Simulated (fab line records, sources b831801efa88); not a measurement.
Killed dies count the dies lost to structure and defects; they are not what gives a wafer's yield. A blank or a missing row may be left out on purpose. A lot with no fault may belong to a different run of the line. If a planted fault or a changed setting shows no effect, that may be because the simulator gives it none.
Split-lot experiment | flow gf180mcu | route with 602 steps; 5 lots, 23 wafers read

ON THE SPLIT
At GF_V4_EXPOSE_11 (exposes mask Via4, target cd 260 nm), the setting dose_mj was moved away from the recipe's 38 on 8 of the 23 wafers read, by -6.1% to +3.6%. The other wafers ran this setting at the recipe's value.

FROM THE SPLIT TO THE READING: what the file shows between them, 2 steps
- GF_V4_PEB_12: peb time 90 s
- GF_V4_DEVELOP_13: develop time 60 s

THE READING
Shown in nm: cd_nm at GF_V4_CD_MEAS_14, with target cd 260 nm. A value of 259.7 nm with a standard deviation of 1.2 nm is what fault-free wafers of this fab line usually give.

wafer  | tool, chamber at the split | dose_mj as run | against the recipe | cd_nm, nm | against lot-mates on the recipe
L075.1 | krf_scanner-02, 0          | 39.36          | +3.6%              | 264.8     | +4.1
L075.2 | krf_scanner-02, 0          | 38             | recipe             | 259.9     | -
L075.3 | krf_scanner-02, 0          | 38             | recipe             | 261.6     | -
L075.5 | krf_scanner-02, 0          | 39.36          | +3.6%              | 265.4     | +4.6
L075.6 | krf_scanner-02, 0          | 39.36          | +3.6%              | 265.8     | +5.1
L077.2 | krf_scanner-02, 0          | 38             | recipe             | 258.5     | -
L077.3 | krf_scanner-02, 0          | 38             | recipe             | 257.8     | -
L077.4 | krf_scanner-02, 0          | 38             | recipe             | 258.8     | -
L077.5 | krf_scanner-02, 0          | 38             | recipe             | 258.7     | -
L077.6 | krf_scanner-02, 0          | 38             | recipe             | 258.6     | -
L080.1 | krf_scanner-02, 0          | 38             | recipe             | 258.6     | -
L080.3 | krf_scanner-02, 0          | 38             | recipe             | 258.7     | -
L080.6 | krf_scanner-02, 0          | 38             | recipe             | 258.8     | -
L082.1 | krf_scanner-02, 0          | 38             | recipe             | 260.8     | -
L082.2 | krf_scanner-02, 0          | 38             | recipe             | 261.6     | -
L082.3 | krf_scanner-02, 0          | 36.69          | -3.4%              | 256.3     | -4.9
L082.5 | krf_scanner-02, 0          | 36.69          | -3.4%              | 254.5     | -6.7
L082.6 | krf_scanner-02, 0          | 36.69          | -3.4%              | 254.4     | -6.8
L085.1 | krf_scanner-02, 0          | 38             | recipe             | 259.9     | -
L085.2 | krf_scanner-02, 0          | 35.67          | -6.1%              | 250.3     | -9.3
L085.3 | krf_scanner-02, 0          | 38             | recipe             | 259.9     | -
L085.5 | krf_scanner-02, 0          | 38             | recipe             | 259.0     | -
L085.6 | krf_scanner-02, 0          | 35.67          | -6.1%              | 250.1     | -9.5

FIT RESULTS
A straight line over all 23 wafers: cd_nm changes by +1.5 nm for each +1% of dose_mj; r = +0.96; the points scatter about the line by 1.1 nm.
The same after taking each lot's own level away (the mean of its wafers on the recipe; 23 wafers): +1.51 nm for each +1%; r = +0.99; scatter 0.66 nm.
According to that fit, moving dose_mj by its largest amount changes the reading by 9.2 nm.
From 258.48 to 261.20 nm: that is the span of the lots' own levels, equal to 2.3 times the standard deviation above.
The two slopes are in agreement: the lot-to-lot level therefore moves the slope only a little.
Check: -9.55 nm against its lot-mates is what the line predicts for one of the wafers moved furthest among these (-6.1%) when that wafer is left out of the fit. It came out at -9.3 nm against them.

THE WHOLE CHAIN: every reading that the file lists as answering this split, in the file's order
step             | what it does                                                 | reading                                                   | change (the file's fit)              | r (the file's)
GF_V4_CD_MEAS_14 | target cd 260 nm                                             | cd_nm                                                     | +1.53 nm for each +1% of the setting | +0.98
GF_V4_ETCH_16    | etches BARC in N2/H2                                         | V4.cd_nm (the simulator's own value, which no gauge read) | +1.5 nm for each +1% of the setting  | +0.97
GF_V4_ETCH_17    | etches SiO2 in C4F8/O2/Ar, stops on TiN, target depth 630 nm | V4.cd_nm (the simulator's own value, which no gauge read) | +1.55 nm for each +1% of the setting | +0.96

FILE'S OWN FIT
cd_nm changes by +1.53 nm for each +1% of dose_mj, r = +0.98.
